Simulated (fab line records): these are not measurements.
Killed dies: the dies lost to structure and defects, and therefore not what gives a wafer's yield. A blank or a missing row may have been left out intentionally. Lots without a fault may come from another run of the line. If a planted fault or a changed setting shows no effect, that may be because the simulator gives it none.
fab line records ; flow sfq_line
record lots=14; wafers=42; last_day=92
route steps=325 shown M0@41 I0@53 I2@104
lots that met no fault: taken from a fault-free run of the same line
start_h: start of the lot's first displayed wafer, in hours after the record's first day ; wait_h: hours from the lot's prior step to this one ; " unchanged from the row above ; L1.1+2: a row that stands for several wafers ; - no value, or no start was given ; * or withheld: withheld ; < > ~ a bound
route shown NAME@n: a module of which the file shows steps, and the number in the route of the first ; usual: mean/standard deviation taken from wafers without a fault ; same: alike in all rows ; chamber/n: place in a boat ; sites: each site's reading ; _std_site: their standard deviation ; _edge_site: mean of outer sites minus mean of inner sites ; radius_mm: how far each site lies from the wafer's centre ; mask NAME#n: copy n ; behind: tool/chamber where the wafer was last shaped ; hold: reason for holding the lot/hours on hold/outcome of the hold ; device: which transistor (n, p or np) failed to switch ; end of line: at the end of the route, the tests of the same wafers ; for a step that has no rows: nothing shown but its recipe ; killed: at the first sort, the dies lost to defects and structure; wafer yield is something else ; map: a wafer's dies, x killed, . not, _ none there
set.NAME: the run value of the setting; set.NAME@STEP: its run value at that earlier step ; model.NAME: the simulator's own value behind a step, which no gauge read
steps of the route over a sample of lots; a table a step, a row a wafer
services: a tool's chamber out of use, with start hour (start_h, from the record's first day; less than 0 if before it), hours out, and reason
## steps
# step SFQ_TRILAYER_M0_STRIP_STRIP_025
# recipe gas=O2; power_w=200; platen_temp_c=40; overash_fraction=0.65; chemistry=O2; pressure_mtorr=50
# usual drypump_motor_current_A=5.52/0.24; he_backside_leak_sccm=3.53/0.23; oes_product_au=0.998/0.0063
lot.wafer;tool;chamber;start_h;wait_h;drypump_motor_current_A;he_backside_leak_sccm;oes_product_au;rf_hours_counter_h
L527.3;rie_metal-04;0;258.98;0.2;5.18;3.81;0.999;-
L527.4;rie_metal-04;1;258.98;0.2;5.31;3.68;1.011;-
L527.5;rie_metal-04;1;258.98;0.2;5.35;3.76;1.007;-
L528.1;rie_metal-03;1;265.98;0.1;5.32;3.08;0.993;136
L528.2;rie_metal-03;0;265.98;0.1;5.62;3.71;0.998;97
L528.3;rie_metal-03;0;265.98;0.1;5.62;3.49;0.995;-
L529.1;rie_metal-04;0;275.58;0.1;5.16;3.71;1.006;183
L529.3;rie_metal-04;0;275.58;0.1;5.17;3.58;0.989;-
L529.4;rie_metal-04;1;275.58;0.1;5.32;3.78;0.999;-
L530.1;rie_metal-04;1;285.18;0.1;5.32;3.73;0.994;147
L530.4;rie_metal-04;0;285.18;0.1;5.17;3.70;1.003;-
L530.6;rie_metal-04;0;285.18;0.1;5.17;3.77;0.989;-
L531.2;rie_metal-03;0;299.71;0.1;5.61;3.83;1.012;100
L531.3;rie_metal-03;0;299.71;0.1;5.62;3.65;1.006;-
L531.4;rie_metal-03;1;299.71;0.1;5.30;3.40;0.996;-
L532.2;rie_metal-01;0;322.51;0.1;5.78;3.71;0.995;80
L532.3;rie_metal-01;0;322.51;0.1;5.77;3.49;0.999;-
L532.6;rie_metal-01;0;322.51;0.1;5.78;3.59;1.008;-
L533.3;rie_metal-03;1;332.31;0.2;5.30;3.67;0.998;-
L533.5;rie_metal-03;0;332.31;0.2;5.56;3.80;1.012;-
L533.6;rie_metal-03;1;332.31;0.2;5.31;3.47;0.994;-
L534.2;rie_metal-01;0;344.11;0.1;5.78;3.58;0.997;84
L534.4;rie_metal-01;1;344.11;0.1;5.70;3.10;1.001;-
L534.6;rie_metal-01;1;344.11;0.1;5.71;3.13;0.997;-
L541.3;rie_metal-01;1;399.76;0.2;5.71;3.16;0.996;-
L541.4;rie_metal-01;0;399.76;0.2;5.81;3.61;1.003;-
L541.5;rie_metal-01;0;399.76;0.2;5.83;3.61;1.003;-
L542.3;rie_metal-03;0;413.34;0.5;5.60;3.53;1.001;-
L542.4;rie_metal-03;0;413.34;0.5;5.61;3.70;1.003;-
L542.5;rie_metal-03;0;413.34;0.5;5.62;3.66;0.998;-
L543.1;rie_metal-01;0;417.56;0.1;5.84;3.64;0.991;93
L543.3;rie_metal-01;1;417.56;0.1;5.72;3.21;0.992;-
L543.6;rie_metal-01;0;417.56;0.1;5.85;3.63;1.003;-
L544.2;rie_metal-03;1;428.48;0.1;5.32;3.40;0.998;153
L544.3;rie_metal-03;1;428.48;0.1;5.35;3.21;0.999;-
L544.5;rie_metal-03;0;428.48;0.1;5.59;3.63;1.006;-
L546.1;rie_metal-04;0;450.61;0.1;5.17;3.52;0.989;15
L546.4;rie_metal-04;1;450.61;0.1;5.35;3.56;0.996;-
L546.6;rie_metal-04;1;450.61;0.1;5.34;3.51;1.000;-
L548.1;rie_metal-03;0;471.01;0.1;5.58;3.65;0.997;131
L548.2;rie_metal-03;1;471.01;0.1;5.36;3.52;0.988;2
L548.6;rie_metal-03;0;471.01;0.1;5.59;3.81;1.001;-
# step SFQ_I0_OVL_MEAS_908
# usual I0_OVL=2/4.4
lot.wafer;tool;chamber;start_h;wait_h;I0_OVL[nm]
L527.3;overlay-01;-;401.75;0.1;-1
L527.4;overlay-01;-;401.75;0.1;-2
L527.5;overlay-01;-;401.75;0.1;-5
L528.1;overlay-02;-;407.74;0.1;2
L528.2;overlay-02;-;407.74;0.1;-6
L528.3;overlay-02;-;407.74;0.1;2
L529.1;overlay-01;-;416.14;0.1;4
L529.3;overlay-01;-;416.14;0.1;5
L529.4;overlay-01;-;416.14;0.1;4
L530.1;overlay-02;-;422.14;0.1;6
L530.4;overlay-02;-;422.14;0.1;1
L530.6;overlay-02;-;422.14;0.1;4
L531.2;overlay-02;-;425.87;0.1;7
L531.3;overlay-02;-;425.87;0.1;5
L531.4;overlay-02;-;425.87;0.1;6
L532.2;overlay-01;-;436.00;0.1;1
L532.3;overlay-01;-;436.00;0.1;-3
L532.6;overlay-01;-;436.00;0.1;1
L533.3;overlay-01;-;479.20;0.1;6
L533.5;overlay-01;-;479.20;0.1;2
L533.6;overlay-01;-;479.20;0.1;-2
L534.2;overlay-02;-;496.26;0.1;4
L534.4;overlay-02;-;496.26;0.1;0
L534.6;overlay-02;-;496.26;0.1;3
L541.3;overlay-01;-;566.29;0.1;5
L541.4;overlay-01;-;566.29;0.1;11
L541.5;overlay-01;-;566.29;0.1;12
L542.3;overlay-02;-;587.79;0.1;-3
L542.4;overlay-02;-;587.79;0.1;1
L542.5;overlay-02;-;587.79;0.1;-1
L543.1;overlay-02;-;592.58;0.1;6
L543.3;overlay-02;-;592.58;0.1;7
L543.6;overlay-02;-;592.58;0.1;7
L544.2;overlay-01;-;595.11;0.1;-2
L544.3;overlay-01;-;595.11;0.1;-6
L544.5;overlay-01;-;595.11;0.1;-6
L546.1;overlay-01;-;615.63;0.1;-5
L546.4;overlay-01;-;615.63;0.1;-3
L546.6;overlay-01;-;615.63;0.1;-9
L548.1;overlay-02;-;640.83;0.1;4
L548.2;overlay-02;-;640.83;0.1;4
L548.6;overlay-02;-;640.83;0.1;2
# step SFQ_TRILAYER_I2_CMP_CMP_064
# recipe material=SiO2; down_force_psi=3; platen_rpm=60; pad_velocity_m_s=0.94248
# usual motor_current_A=10.8/0.7; time_to_endpoint_s=217/7.5
lot.wafer;tool;chamber;start_h;wait_h;motor_current_A;time_to_endpoint_s
L527.4;cmp-02;2;877.39;3.5;10.0;223
L527.3;cmp-02;3;877.39;3.5;10.9;214
L527.5;cmp-02;2;879.39;5.5;10.8;223
L528.1;cmp-01;1;889.10;4.3;9.1;218
L528.2;cmp-01;3;890.10;5.3;10.0;224
L528.3;cmp-01;0;890.10;5.3;12.3;222
L529.4;cmp-02;2;900.89;2.1;10.8;223
L529.1;cmp-02;3;900.89;2.1;10.9;220
L529.3;cmp-02;0;900.89;2.1;11.0;222
L530.1;cmp-02;1;904.89;1.3;11.2;223
L530.4;cmp-02;2;904.89;1.3;10.2;227
L530.6;cmp-02;3;904.89;1.3;11.2;228
L531.3;cmp-01;3;906.52;2.5;10.0;216
L531.4;cmp-01;0;906.52;2.5;10.9;216
L531.2;cmp-01;2;908.02;4.0;11.5;217
L532.3;cmp-02;1;916.39;2.8;11.8;208
L532.2;cmp-02;2;916.39;2.8;10.5;205
L532.6;cmp-02;1;918.39;4.8;11.3;223
L533.3;cmp-02;0;945.98;2.2;11.7;216
L533.5;cmp-02;1;945.98;2.2;11.3;218
L533.6;cmp-02;2;945.98;2.2;10.1;218
L534.4;cmp-02;1;958.80;0.6;11.5;228
L534.2;cmp-02;3;959.80;1.7;10.9;212
L534.6;cmp-02;1;960.80;2.6;11.5;220
L541.3;cmp-02;1;1028.56;0.0;11.7;225
L541.4;cmp-02;2;1028.56;0.0;10.5;289
L541.5;cmp-02;2;1031.06;2.5;10.5;288
L542.4;cmp-02;2;1043.46;0.5;11.0;289
L542.3;cmp-02;0;1044.46;1.5;11.1;217
L542.5;cmp-02;1;1044.46;1.5;11.3;233
L543.3;cmp-01;3;1048.28;0.4;9.8;217
L543.1;cmp-01;0;1048.28;0.4;12.1;220
L543.6;cmp-01;3;1050.28;2.4;10.4;222
L544.2;cmp-01;2;1053.18;0.5;11.3;212
L544.3;cmp-01;3;1053.18;0.5;10.5;213
L544.5;cmp-01;2;1055.18;2.5;10.9;205
L546.1;cmp-01;2;1077.17;0.0;10.9;203
L546.4;cmp-01;1;1078.67;1.5;9.0;217
L546.6;cmp-01;2;1078.67;1.5;11.1;209
L548.1;cmp-01;0;1089.77;0.6;11.7;200
L548.2;cmp-01;2;1090.77;1.6;11.3;202
L548.6;cmp-01;1;1092.27;3.1;9.0;199
# step SFQ_TRILAYER_I2_METRO_MEASURE_065
# usual thk_nm=200.4/0.89
lot.wafer;tool;chamber;start_h;wait_h;thk_nm
L527.3;film_metro-04;-;880.41;0.5;201.4
L527.4;film_metro-04;-;880.41;0.5;200.0
L527.5;film_metro-04;-;880.41;0.5;200.2
L528.1;film_metro-04;-;892.22;0.1;200.4
L528.2;film_metro-04;-;892.22;0.1;201.5
L528.3;film_metro-04;-;892.22;0.1;202.1
L529.1;film_metro-03;-;904.01;0.1;201.5
L529.3;film_metro-03;-;904.01;0.1;200.8
L529.4;film_metro-03;-;904.01;0.1;199.4
L530.1;film_metro-01;-;907.01;0.1;200.3
L530.4;film_metro-01;-;907.01;0.1;199.2
L530.6;film_metro-01;-;907.01;0.1;200.5
L531.2;film_metro-03;-;909.84;0.3;200.3
L531.3;film_metro-03;-;909.84;0.3;201.6
L531.4;film_metro-03;-;909.84;0.3;201.5
L532.2;film_metro-03;-;919.21;0.3;198.6
L532.3;film_metro-03;-;919.21;0.3;200.6
L532.6;film_metro-03;-;919.21;0.3;199.9
L533.3;film_metro-01;-;948.00;0.5;201.3
L533.5;film_metro-01;-;948.00;0.5;202.0
L533.6;film_metro-01;-;948.00;0.5;200.8
L534.2;film_metro-01;-;961.62;0.3;200.8
L534.4;film_metro-01;-;961.62;0.3;200.0
L534.6;film_metro-01;-;961.62;0.3;200.6
L541.3;film_metro-04;-;1032.08;0.5;200.5
L541.4;film_metro-04;-;1032.08;0.5;308.1
L541.5;film_metro-04;-;1032.08;0.5;307.1
L542.3;film_metro-04;-;1046.48;0.5;201.0
L542.4;film_metro-04;-;1046.48;0.5;308.6
L542.5;film_metro-04;-;1046.48;0.5;201.1
L543.1;film_metro-01;-;1051.40;0.1;199.2
L543.3;film_metro-01;-;1051.40;0.1;198.8
L543.6;film_metro-01;-;1051.40;0.1;200.3
L544.2;film_metro-01;-;1056.00;0.3;199.5
L544.3;film_metro-01;-;1056.00;0.3;200.4
L544.5;film_metro-01;-;1056.00;0.3;201.6
L546.1;film_metro-04;-;1080.29;0.1;199.5
L546.4;film_metro-04;-;1080.29;0.1;199.4
L546.6;film_metro-04;-;1080.29;0.1;198.8
L548.1;film_metro-03;-;1092.89;0.1;200.9
L548.2;film_metro-03;-;1092.89;0.1;201.0
L548.6;film_metro-03;-;1092.89;0.1;200.3
# step SFQ_TRILAYER_I2_VIA_ETCH_VIA_ETCH_070
# recipe target=SiO2; stop_on=Nb; mask_material=PR; taper_deg=20; chemistry=CHF3; target_depth_nm=260; source_w=500; bias_w=80; pressure_mtorr=30; time_s=withheld
# usual bias_w=80.02/0.25; drypump_motor_current_A=5.9/0.45; oes_product_au=0.855/0.0047
lot.wafer;tool;chamber;start_h;wait_h;bias_w;drypump_motor_current_A;oes_product_au
L527.3;rie_diel-02;2;883.66;0.0;79.77;6.0;0.862
L527.4;rie_diel-02;0;883.66;0.0;80.17;5.6;0.861
L527.5;rie_diel-02;3;883.66;0.0;79.77;5.2;0.853
L528.1;rie_diel-01;0;895.74;0.0;79.79;5.6;0.851
L528.2;rie_diel-01;1;895.74;0.0;80.41;6.7;0.861
L528.3;rie_diel-01;3;895.74;0.0;80.25;6.4;0.854
L529.1;rie_diel-01;0;907.54;0.0;79.63;5.6;0.860
L529.3;rie_diel-01;3;907.54;0.0;79.92;6.4;0.853
L529.4;rie_diel-01;2;907.54;0.0;80.02;5.9;0.856
L530.1;rie_diel-04;1;910.54;0.0;80.26;6.1;0.859
L530.4;rie_diel-04;3;910.54;0.0;79.93;6.1;0.856
L530.6;rie_diel-04;0;910.54;0.0;79.97;5.8;0.847
L531.2;rie_diel-01;3;913.73;0.0;80.11;6.3;0.848
L531.3;rie_diel-01;1;913.73;0.0;80.14;6.7;0.856
L531.4;rie_diel-01;2;913.73;0.0;79.97;5.9;0.864
L532.2;rie_diel-04;3;933.89;0.0;79.90;6.1;0.845
L532.3;rie_diel-04;2;933.89;0.0;79.99;5.1;0.859
L532.6;rie_diel-04;1;933.89;0.0;79.88;6.0;0.856
L533.3;rie_diel-01;3;951.18;0.0;79.58;6.3;0.858
L533.5;rie_diel-01;1;951.18;0.0;80.07;6.7;0.859
L533.6;rie_diel-01;2;951.18;0.0;79.88;5.9;0.851
L534.2;rie_diel-04;1;989.16;0.0;79.79;6.0;0.852
L534.4;rie_diel-04;3;989.16;0.0;79.82;6.1;0.851
L534.6;rie_diel-04;1;989.16;0.0;80.05;6.0;0.855
L541.3;rie_diel-01;1;1035.20;0.0;80.22;6.7;0.855
L541.4;rie_diel-01;2;1035.20;0.0;80.35;5.9;1.006
L541.5;rie_diel-01;3;1035.20;0.0;80.04;6.4;0.992
L542.3;rie_diel-01;3;1049.73;0.0;80.40;6.4;0.856
L542.4;rie_diel-01;2;1049.73;0.0;79.72;5.9;0.999
L542.5;rie_diel-01;1;1049.73;0.0;80.13;6.7;0.861
L543.1;rie_diel-01;2;1054.93;0.0;80.39;5.9;0.845
L543.3;rie_diel-01;0;1054.93;0.0;79.61;5.5;0.847
L543.6;rie_diel-01;0;1054.93;0.0;79.88;5.5;0.850
L544.2;rie_diel-01;3;1059.33;0.0;80.12;6.4;0.852
L544.3;rie_diel-01;0;1059.33;0.0;79.73;5.6;0.845
L544.5;rie_diel-01;2;1059.33;0.0;79.81;5.9;0.858
L546.1;rie_diel-04;3;1096.01;0.0;79.46;6.0;0.856
L546.4;rie_diel-04;1;1096.01;0.0;80.11;6.0;0.855
L546.6;rie_diel-04;3;1096.01;0.0;79.74;6.1;0.855
L548.1;rie_diel-01;1;1106.36;0.0;80.12;6.7;0.858
L548.2;rie_diel-01;0;1106.36;0.0;80.07;5.6;0.856
L548.6;rie_diel-01;2;1106.36;0.0;80.09;5.9;0.854
# step SFQ_TRILAYER_I2_VIA_STRIP_STRIP_071
# recipe gas=O2; power_w=200; platen_temp_c=40; overash_fraction=0.65; chemistry=O2; pressure_mtorr=50
# usual drypump_motor_current_A=5.48/0.26; he_backside_leak_sccm=3.6/0.35; oes_product_au=0.999/0.0077
lot.wafer;tool;chamber;start_h;wait_h;drypump_motor_current_A;he_backside_leak_sccm;oes_product_au;rf_hours_counter_h
L527.3;rie_metal-03;0;883.98;-;5.61;3.4;0.988;-
L527.4;rie_metal-03;1;883.98;-;5.33;3.3;0.984;-
L527.5;rie_metal-03;0;883.98;-;5.61;3.4;0.994;-
L528.1;rie_metal-04;1;895.86;-;5.34;3.5;1.009;59
L528.2;rie_metal-04;0;895.86;-;5.17;3.4;1.002;77
L528.3;rie_metal-04;0;895.86;-;5.16;3.5;1.002;-
L529.1;rie_metal-04;0;907.65;-;5.19;3.5;0.988;78
L529.3;rie_metal-04;1;907.65;-;5.31;3.6;1.015;-
L529.4;rie_metal-04;0;907.65;-;5.18;3.7;1.001;-
L530.1;rie_metal-03;0;910.65;-;5.56;3.6;0.989;43
L530.4;rie_metal-03;1;910.65;-;5.32;3.3;0.998;-
L530.6;rie_metal-03;1;910.65;-;5.32;3.5;1.000;-
L531.2;rie_metal-03;1;913.85;-;5.31;3.3;1.010;60
L531.3;rie_metal-03;0;913.85;-;5.57;3.5;0.997;-
L531.4;rie_metal-03;1;913.85;-;5.31;3.4;1.001;-
L532.2;rie_metal-04;0;934.01;-;5.17;3.9;1.005;82
L532.3;rie_metal-04;0;934.01;-;5.16;3.7;0.996;-
L532.6;rie_metal-04;0;934.01;-;5.16;3.8;0.997;-
L533.3;rie_metal-04;0;951.50;-;5.17;3.7;1.000;-
L533.5;rie_metal-04;0;951.50;-;5.17;6.9;1.009;-
L533.6;rie_metal-04;1;951.50;-;5.35;3.6;0.997;-
L534.2;rie_metal-03;0;989.27;-;5.58;3.6;0.985;53
L534.4;rie_metal-03;0;989.27;-;5.59;3.5;0.999;-
L534.6;rie_metal-03;0;989.27;-;5.63;3.5;0.995;-
L541.3;rie_metal-03;0;1035.51;-;5.56;3.4;0.996;-
L541.4;rie_metal-03;1;1035.51;-;5.33;3.0;1.006;-
L541.5;rie_metal-03;0;1035.51;-;5.59;3.4;0.992;-
L542.3;rie_metal-03;0;1050.04;-;5.60;3.6;0.984;-
L542.4;rie_metal-03;1;1050.04;-;5.35;3.6;1.007;-
L542.5;rie_metal-03;1;1050.04;-;5.33;3.2;1.007;-
L543.1;rie_metal-03;1;1055.04;-;5.32;3.2;0.999;80
L543.3;rie_metal-03;0;1055.04;-;5.63;3.6;0.979;-
L543.6;rie_metal-03;0;1055.04;-;5.59;3.5;0.997;-
L544.2;rie_metal-03;1;1059.44;-;5.32;3.5;0.998;80
L544.3;rie_metal-03;1;1059.44;-;5.29;3.6;1.001;-
L544.5;rie_metal-03;1;1059.44;-;5.31;3.4;1.000;-
L546.1;rie_metal-02;1;1096.12;-;5.79;3.4;1.006;33
L546.4;rie_metal-02;0;1096.12;-;5.96;3.7;1.001;-
L546.6;rie_metal-02;0;1096.12;-;6.01;3.6;1.010;-
L548.1;rie_metal-03;0;1106.47;-;5.56;3.6;0.998;66
L548.2;rie_metal-03;1;1106.47;-;5.32;3.3;0.998;86
L548.6;rie_metal-03;1;1106.47;-;5.29;2.9;0.993;-
## services
tool;chamber;start_h;hours;kind
rie_diel-01;-;236.08;4.1;repair
rie_diel-01;-;306.20;1.2;repair
rie_metal-03;1;317.69;13.7;repair
rie_diel-01;3;328.99;6.2;repair
rie_diel-01;-;375.64;14.6;pm
rie_metal-03;1;406.40;17.8;repair
rie_diel-01;-;427.09;0.5;repair
rie_diel-01;0;476.39;9.7;repair
rie_diel-01;3;495.96;12.3;repair
rie_diel-01;-;608.22;4.3;pm
rie_diel-01;0;614.73;21.5;repair
rie_diel-01;1;645.92;9.9;repair
rie_metal-03;-;714.97;14.6;pm
rie_diel-01;2;746.51;2.6;repair
rie_metal-03;-;751.65;1.4;pm
rie_metal-03;-;773.12;2.8;pm
rie_diel-01;3;774.19;4.8;repair
rie_diel-01;-;814.22;0.5;repair
rie_diel-01;-;815.91;2.8;pm
rie_metal-03;0;894.67;8.5;repair
rie_diel-01;1;919.70;11.4;repair
rie_metal-03;-;982.92;0.6;repair
rie_metal-03;0;1014.13;8.9;repair
rie_diel-01;-;1078.51;0.2;repair
## key
first_sign step=SFQ_TRILAYER_I2_CMP_CMP_064; reading=time_to_endpoint_s; direction=up; sigmas=9.6; usual=*; struck=*
effect step=SFQ_TRILAYER_I2_METRO_MEASURE_065; reading=thk_nm; direction=up; sigmas=99+; usual=200.4; struck=307.9
effect step=SFQ_TRILAYER_I2_VIA_ETCH_VIA_ETCH_070; reading=oes_product_au; direction=up; sigmas=31; usual=0.855; struck=0.999
met_at SFQ_TRILAYER_I2_CMP_CMP_064
struck_lots L541,L542
struck_wafers L541.4,L541.5,L542.4
not_acting_at SFQ_TRILAYER_M0_STRIP_STRIP_025,SFQ_I0_OVL_MEAS_908,SFQ_TRILAYER_I2_VIA_STRIP_STRIP_071
onset_between 945.98 1028.56
fault kind=process_parameter_drift; tool=cmp-02; chamber=2; onset_h=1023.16; steps=SFQ_TRILAYER_I2_CMP_CMP_064; channel=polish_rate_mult; offset=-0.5; shape=step; end_h=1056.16
